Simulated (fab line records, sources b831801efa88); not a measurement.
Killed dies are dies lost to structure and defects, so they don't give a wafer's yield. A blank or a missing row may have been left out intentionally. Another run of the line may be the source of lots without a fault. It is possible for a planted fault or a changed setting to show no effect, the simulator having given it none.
What tool caused it? | flow sky130 | 13 lots, 39 wafers sampled, at 2 steps of a route of 708

== WHAT THE GAUGES SHOWED, per wafer ==
Not one reading of a measure or inspect step in the record can be checked against a usual standard deviation.

== WHAT TOOL EACH LOT RAN ON (gives the tool, then ch and the chambers of the sampled wafers, and finally the start) ==
lot  | SKY_CONTACT_ETCH_16                | SKY_PAD_OPEN_PROBE_99
L501 | rie-diel-04 ch 0,2,3, day 31 14:52 | -
L502 | rie-diel-04 ch 1,2, day 32 03:55   | -
L503 | rie-diel-03 ch 0,1,2, day 32 06:34 | -
L505 | rie-diel-04 ch 0,1, day 32 21:10   | -
L506 | rie-diel-03 ch 1,2,3, day 34 19:22 | -
L507 | rie-diel-04 ch 0,1, day 34 20:34   | -
L510 | rie-diel-04 ch 1,3, day 34 22:26   | -
L509 | rie-diel-03 ch 0,2,3, day 34 23:35 | -
L511 | rie-diel-04 ch 1,3, day 35 07:14   | -
L512 | rie-diel-01 ch 0,1,2, day 35 07:58 | -
L514 | rie-diel-01 ch 0,1,3, day 35 16:52 | -
L521 | rie-diel-04 ch 0,3, day 38 16:49   | prober-01, day 50 20:56
L519 | rie-diel-03 ch 0,1,2, day 38 17:10 | -
- SKY_CONTACT_ETCH_16: etches BARC in N2/H2, stops on SiO2, time 45.9 s, target depth 60 nm.
- SKY_PAD_OPEN_PROBE_99

== AS READ BY THE TOOLS THEMSELVES (means over the sampled wafers that have a number; for cases with no such wafer, the mark the record gives instead) ==
SKY_CONTACT_ETCH_16. Usual: drypump-motor-current-A 5.5 A, standard deviation 0.48; h2-flow-sccm 200.0 sccm, standard deviation 0.58; oes-product-au 0.854 a.u., standard deviation 0.005; throttle-valve-pct 13.225 %, standard deviation 0.0083.
lot  | tool        | drypump-motor-current-A (A) | h2-flow-sccm (sccm) | oes-product-au (a.u.) | throttle-valve-pct (%) | flag
L501 | rie-diel-04 | 5.4                         | 200.1               | 0.855                 | 13.220                 |
L502 | rie-diel-04 | 5.9                         | 200.1               | 0.859                 | 13.230                 |
L503 | rie-diel-03 | 5.2                         | 199.3               | 0.857                 | 13.233                 |
L505 | rie-diel-04 | 5.1                         | 200.4               | 0.852                 | 13.225                 |
L506 | rie-diel-03 | 5.5                         | 200.2               | 0.855                 | 13.228                 |
L507 | rie-diel-04 | 5.1                         | 199.9               | 0.856                 | 13.231                 |
L510 | rie-diel-04 | 5.4                         | 200.1               | 0.860                 | 13.225                 |
L509 | rie-diel-03 | 5.5                         | 200.2               | 0.855                 | 13.227                 |
L511 | rie-diel-04 | 5.3                         | 200.0               | 0.850                 | 13.221                 |
L512 | rie-diel-01 | 5.5                         | 199.7               | 0.858                 | 13.212                 |
L514 | rie-diel-01 | 5.9                         | 200.1               | 0.855                 | 13.223                 |
L521 | rie-diel-04 | 5.0                         | 200.0               | 0.851                 | 13.230                 |
L519 | rie-diel-03 | 5.3                         | 198.9               | 0.854                 | 13.222                 |

SKY_PAD_OPEN_PROBE_99. Usual: killed_at_M0_to_M3 44, standard deviation 7.1; killed_at_M4_up 3.1, standard deviation 1.8; killed-at-contacts 24, standard deviation 5.3; killed-at-front-end 15, standard deviation 4.5; killed-at-other 0.2, standard deviation 0.42; killed-dies 86, standard deviation 9.6; killed-open 46, standard deviation 6.9; killed-short 40, standard deviation 6.4.
lot  | tool      | killed_at_M0_to_M3 | killed_at_M4_up | killed-at-contacts | killed-at-front-end | killed-at-other | killed-dies | killed-open | killed-short | flag
L521 | prober-01 | 44                 | 4.0             | 46                 | 14                  | 0.0             | 108         | 47          | 38           | OFF

== THE ANSWER, worked out from the rows above alone ==
Rule: a lot counts as off when the mean over its wafers that have a number is more than 3 standard deviations away from the usual mean. A lot without any number at a reading at which 4 lots or more have one is off too. The other lots that the step has rows for count as sound. After the gauges, taken in route order, come the tools' own readings; for these a lot's mean is taken, as printed above. The first step at which some lot is off is used, and at that step the reading that is off furthest; a lot without a number counts as furthest.
Off, at SKY_PAD_OPEN_PROBE_99 on killed-at-contacts: L521. Neither off nor sound, because the step has no rows for them: L501, L502, L503, L505, L506, L507, L510, L509, L511, L512, L514, L519.
A tool fits if, at that step or a process step before it, it ran every lot that is off, and no sound lot after the first of them. Undecided on this evidence; 2 tools fit (rie-diel-04 at SKY_CONTACT_ETCH_16, prober-01 at SKY_PAD_OPEN_PROBE_99).

== WHAT WAS PUT IN BY THE SIMULATOR ==
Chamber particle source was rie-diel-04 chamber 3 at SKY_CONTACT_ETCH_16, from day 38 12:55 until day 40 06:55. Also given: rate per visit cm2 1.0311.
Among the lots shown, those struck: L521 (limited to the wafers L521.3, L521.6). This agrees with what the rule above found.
